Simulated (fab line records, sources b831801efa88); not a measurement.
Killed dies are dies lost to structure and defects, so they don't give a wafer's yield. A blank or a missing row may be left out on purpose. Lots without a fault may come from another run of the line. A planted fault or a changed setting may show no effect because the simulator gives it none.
One fault seen from 2 desks | flow gf180mcu | each desk has only its own numbers; what lay behind them comes last

THE METROLOGY DESK
What the gauges read, lot by lot, whatever tool the lot ran on: means of the sampled wafers that have a number. A lot is out of limits, marked OUT, if its mean lies more than 4 standard deviations from the usual mean; the brackets give that distance.
Columns: A = POLY_GATE_OXIDATION_THK at GF_POLY_GATE_THK_MEAS_17, usual 3.98 nm; B = cd_nm at GF_POLY_GATE_CD_MEAS_18, usual 280.7 nm; C = HV_LDD_3_TW at GF_HV_LDD_TW_MEAS_38, usual 1435; D = HV_LDD_CVD_56_THK at GF_HV_LDD_THK_MEAS_57, usual 90.0 nm
lot  | first seen here | A    | B     | C               | D
L936 | day 9 05:41     | 3.88 | 283.4 | 1424            | 89.4
L937 | day 9 20:23     | 3.94 | 281.3 | 1431            | 89.8
L938 | day 9 20:23     | 3.93 | 282.8 | 1430            | 88.8
L941 | day 10 17:44    | 3.79 | 281.5 | 1427            | 89.4
L942 | day 11 09:16    | 4.01 | 280.3 | 1431            | 89.3
L943 | day 11 09:19    | 3.95 | 277.1 | 1433            | 90.3
L944 | day 11 12:41    | 3.97 | 282.4 | 1435            | 90.4
L945 | day 12 05:05    | 3.92 | 280.8 | 1434            | 90.7
L948 | day 12 19:40    | 3.98 | 278.9 | 1436            | 89.7
L949 | day 13 05:22    | 4.07 | 281.5 | 1466            | 90.3
L950 | day 13 17:48    | 4.02 | 280.8 | 1425            | 90.9
L951 | day 13 17:48    | 4.06 | 280.7 | 1474 (+4.9) OUT | 90.3
L952 | day 13 19:50    | 3.95 | 280.1 | 1440            | 91.2
L956 | day 15 14:28    | 4.00 | 277.9 | 1435            | 89.0
This desk's finding: out of limits on L951; first on L951, day 16 10:52 (HV_LDD_3_TW at GF_HV_LDD_TW_MEAS_38). In limits: L936, L937, L938, L941, L942, L943, L944, L945, L948, L949, L950, L952, L956.

THE TOOL OWNER'S DESK: implanter-03
The tool's own readings at GF_HV_LDD_IMPLANT_36: means of the sampled wafers that have a number, for each lot that ran on this tool. A lot is out of limits, marked OUT, if its mean lies more than 4 standard deviations from the usual mean; the brackets give that distance.
Columns: A = dose_ions_cm2 at GF_HV_LDD_IMPLANT_36, usual 7.501e+12; B = faraday_current_uA at GF_HV_LDD_IMPLANT_36, usual 42.3
lot  | first seen here | A                           | B
L936 | day 11 12:37    | 7.498e+12                   | 41.9
L937 | day 12 05:29    | 7.503e+12                   | 41.8
L948 | day 15 10:28    | 7.490e+12                   | 42.3
L949 | day 15 21:20    | 9.710e+12 (+99 or more) OUT | 55.2 (+17) OUT
L951 | day 16 10:37    | 9.712e+12 (+99 or more) OUT | 54.4 (+16) OUT
This desk's finding: out of limits on L949, L951; first on L949, day 15 21:20 (dose_ions_cm2 at GF_HV_LDD_IMPLANT_36). In limits: L936, L937, L948.

PUT TOGETHER
The tool owner's desk could have raised an alarm at day 15 21:20, on L949, L951.
The metrology desk could have raised an alarm at day 16 10:52, on L951.
The metrology desk has L949 on record, within its limits.
Of the lots named, all ran GF_HV_LDD_IMPLANT_36 on implanter-03.

WHAT THE SIMULATOR HAD PUT IN
Process parameter drift: implanter-03, from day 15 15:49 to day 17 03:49, at GF_HV_LDD_IMPLANT_36. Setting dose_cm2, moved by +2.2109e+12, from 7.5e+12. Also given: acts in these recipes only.
Lots struck among those shown: L949, L951.
Hours from the fault's start to each desk's first reading out of limits: the tool owner's desk, 6; the metrology desk, 19.
